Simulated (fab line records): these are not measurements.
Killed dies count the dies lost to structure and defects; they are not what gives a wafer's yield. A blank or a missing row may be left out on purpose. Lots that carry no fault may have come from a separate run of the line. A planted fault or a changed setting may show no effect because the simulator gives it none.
Which tool was responsible? || flow sky130 || 43 wafers from 15 lots sampled at 2 of the route's 708 steps

WHAT EACH GAUGE READ, for each wafer
SKY_CONTACT_THK_MEAS_01. Usual: CONTACT_CVD_00_THK typically reads 74.9 nm, with standard deviation 1.1.
{"lot": "L706", "measured": "day 30 22:06", "on": "film-metro-01", "CONTACT_CVD_00_THK (nm)": "75.3 74.8 76.4", "flag": ""}
{"lot": "L707", "measured": "day 31 00:00", "on": "film-metro-03", "CONTACT_CVD_00_THK (nm)": "72.0 75.7 76.4", "flag": ""}
{"lot": "L705", "measured": "day 31 01:56", "on": "film-metro-03", "CONTACT_CVD_00_THK (nm)": "74.2 74.8 74.8", "flag": ""}
{"lot": "L710", "measured": "day 32 02:35", "on": "film-metro-03", "CONTACT_CVD_00_THK (nm)": "73.9 73.5 74.5", "flag": ""}
{"lot": "L708", "measured": "day 32 03:59", "on": "film-metro-01", "CONTACT_CVD_00_THK (nm)": "74.2 73.2 75.4", "flag": ""}
{"lot": "L709", "measured": "day 32 04:30", "on": "film-metro-03", "CONTACT_CVD_00_THK (nm)": "73.1 74.1 75.4", "flag": ""}
{"lot": "L712", "measured": "day 33 11:53", "on": "film-metro-04", "CONTACT_CVD_00_THK (nm)": "75.8 75.0 74.6", "flag": ""}
{"lot": "L711", "measured": "day 33 12:38", "on": "film-metro-03", "CONTACT_CVD_00_THK (nm)": "74.3 74.7 74.4", "flag": ""}
{"lot": "L714", "measured": "day 34 04:47", "on": "film-metro-04", "CONTACT_CVD_00_THK (nm)": "73.1 73.9 76.1", "flag": ""}
{"lot": "L713", "measured": "day 34 08:05", "on": "film-metro-01", "CONTACT_CVD_00_THK (nm)": "75.2 76.2 75.9", "flag": ""}
{"lot": "L715", "measured": "day 34 14:59", "on": "film-metro-01", "CONTACT_CVD_00_THK (nm)": "74.5 73.3 77.2", "flag": ""}
{"lot": "L717", "measured": "day 34 15:43", "on": "film-metro-04", "CONTACT_CVD_00_THK (nm)": "100.9 75.3", "flag": "OFF"}
{"lot": "L719", "measured": "day 35 09:11", "on": "film-metro-03", "CONTACT_CVD_00_THK (nm)": "101.6 74.8 74.1", "flag": "OFF"}
{"lot": "L721", "measured": "day 36 01:14", "on": "film-metro-04", "CONTACT_CVD_00_THK (nm)": "101.2 75.7", "flag": "OFF"}
{"lot": "L727", "measured": "day 37 17:32", "on": "film-metro-01", "CONTACT_CVD_00_THK (nm)": "72.0 76.1 72.9", "flag": ""}

WHAT TOOL EACH LOT RAN ON (gives the tool, then ch and the chambers of the sampled wafers, and finally the start)
{"lot": "L706", "SKY_CONTACT_CVD_00": "pecvd-04 ch 1,2, day 30 22:04"}
{"lot": "L707", "SKY_CONTACT_CVD_00": "pecvd-04 ch 0,1,2, day 30 23:57"}
{"lot": "L705", "SKY_CONTACT_CVD_00": "pecvd-03 ch 1,2, day 31 01:53"}
{"lot": "L710", "SKY_CONTACT_CVD_00": "pecvd-03 ch 0,1,2, day 32 02:33"}
{"lot": "L708", "SKY_CONTACT_CVD_00": "pecvd-04 ch 0,1, day 32 03:57"}
{"lot": "L709", "SKY_CONTACT_CVD_00": "pecvd-02 ch 0,2, day 32 04:27"}
{"lot": "L712", "SKY_CONTACT_CVD_00": "pecvd-02 ch 0,1,2, day 33 11:51"}
{"lot": "L711", "SKY_CONTACT_CVD_00": "pecvd-04 ch 0,1,2, day 33 12:36"}
{"lot": "L714", "SKY_CONTACT_CVD_00": "pecvd-04 ch 0,1, day 34 04:46"}
{"lot": "L713", "SKY_CONTACT_CVD_00": "pecvd-02 ch 0,1, day 34 08:02"}
{"lot": "L715", "SKY_CONTACT_CVD_00": "pecvd-03 ch 0,1,2, day 34 14:58"}
{"lot": "L717", "SKY_CONTACT_CVD_00": "pecvd-04 ch 0, day 34 15:41"}
{"lot": "L719", "SKY_CONTACT_CVD_00": "pecvd-04 ch 0,1,2, day 35 09:08"}
{"lot": "L721", "SKY_CONTACT_CVD_00": "pecvd-04 ch 0,1, day 36 01:11"}
{"lot": "L727", "SKY_CONTACT_CVD_00": "pecvd-02 ch 1,2, day 37 17:29"}
- SKY_CONTACT_CVD_00: deposits Si3N4, target thk 75 nm.

WHAT THE TOOLS THEMSELVES READ (means of the sampled wafers that have a number; where no wafer has one, the mark that the record gives instead)
SKY_CONTACT_CVD_00. Usual: heater-power-w 770 W, standard deviation 110; rf-fwd-power-W 444.1 W, standard deviation 2.4.
{"lot": "L706", "tool": "pecvd-04", "heater-power-w (W)": 802, "rf-fwd-power-W (W)": 444.6, "flag": ""}
{"lot": "L707", "tool": "pecvd-04", "heater-power-w (W)": 815, "rf-fwd-power-W (W)": 445.1, "flag": ""}
{"lot": "L705", "tool": "pecvd-03", "heater-power-w (W)": 654, "rf-fwd-power-W (W)": 442.8, "flag": ""}
{"lot": "L710", "tool": "pecvd-03", "heater-power-w (W)": 697, "rf-fwd-power-W (W)": 443.5, "flag": ""}
{"lot": "L708", "tool": "pecvd-04", "heater-power-w (W)": 822, "rf-fwd-power-W (W)": 443.1, "flag": ""}
{"lot": "L709", "tool": "pecvd-02", "heater-power-w (W)": 696, "rf-fwd-power-W (W)": 444.2, "flag": ""}
{"lot": "L712", "tool": "pecvd-02", "heater-power-w (W)": 709, "rf-fwd-power-W (W)": 445.5, "flag": ""}
{"lot": "L711", "tool": "pecvd-04", "heater-power-w (W)": 835, "rf-fwd-power-W (W)": 445.6, "flag": ""}
{"lot": "L714", "tool": "pecvd-04", "heater-power-w (W)": 923, "rf-fwd-power-W (W)": 442.8, "flag": ""}
{"lot": "L713", "tool": "pecvd-02", "heater-power-w (W)": 799, "rf-fwd-power-W (W)": 442.9, "flag": ""}
{"lot": "L715", "tool": "pecvd-03", "heater-power-w (W)": 686, "rf-fwd-power-W (W)": 443.9, "flag": ""}
{"lot": "L717", "tool": "pecvd-04", "heater-power-w (W)": 834, "rf-fwd-power-W (W)": 444.9, "flag": ""}
{"lot": "L719", "tool": "pecvd-04", "heater-power-w (W)": 864, "rf-fwd-power-W (W)": 443.6, "flag": ""}
{"lot": "L721", "tool": "pecvd-04", "heater-power-w (W)": 824, "rf-fwd-power-W (W)": 444.4, "flag": ""}
{"lot": "L727", "tool": "pecvd-02", "heater-power-w (W)": 752, "rf-fwd-power-W (W)": 446.0, "flag": ""}

THE ANSWER, worked out from the rows above alone
Rule: a lot counts as off when the mean over its wafers that have a number is more than 3 standard deviations away from the usual mean. A lot without any number at a reading at which 4 lots or more have one is off too. The other lots that the step has rows for count as sound. First the gauges in route order, then the tools' own readings, where a lot's mean is used as printed above. At the first step where some lot is off, the reading lying furthest off is the one used; lots without a number count as furthest.
Off: L717, L719, L721, at SKY_CONTACT_THK_MEAS_01 (CONTACT_CVD_00_THK).
If a tool, at a process step before that reading, ran all the lots that are off and no sound lot after the first of them, it fits. Those tools and the gauges at SKY_CONTACT_THK_MEAS_01 are tried in the same way. One fits: pecvd-04 at SKY_CONTACT_CVD_00. A fault onset in the window from L714 (day 34 04:46, its last sound lot) to L717 (day 34 15:41, its first lot off) fits.

WHAT THE SIMULATOR HAD INSERTED
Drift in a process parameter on pecvd-04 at SKY_CONTACT_CVD_00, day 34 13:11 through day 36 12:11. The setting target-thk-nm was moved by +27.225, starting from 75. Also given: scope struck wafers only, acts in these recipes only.
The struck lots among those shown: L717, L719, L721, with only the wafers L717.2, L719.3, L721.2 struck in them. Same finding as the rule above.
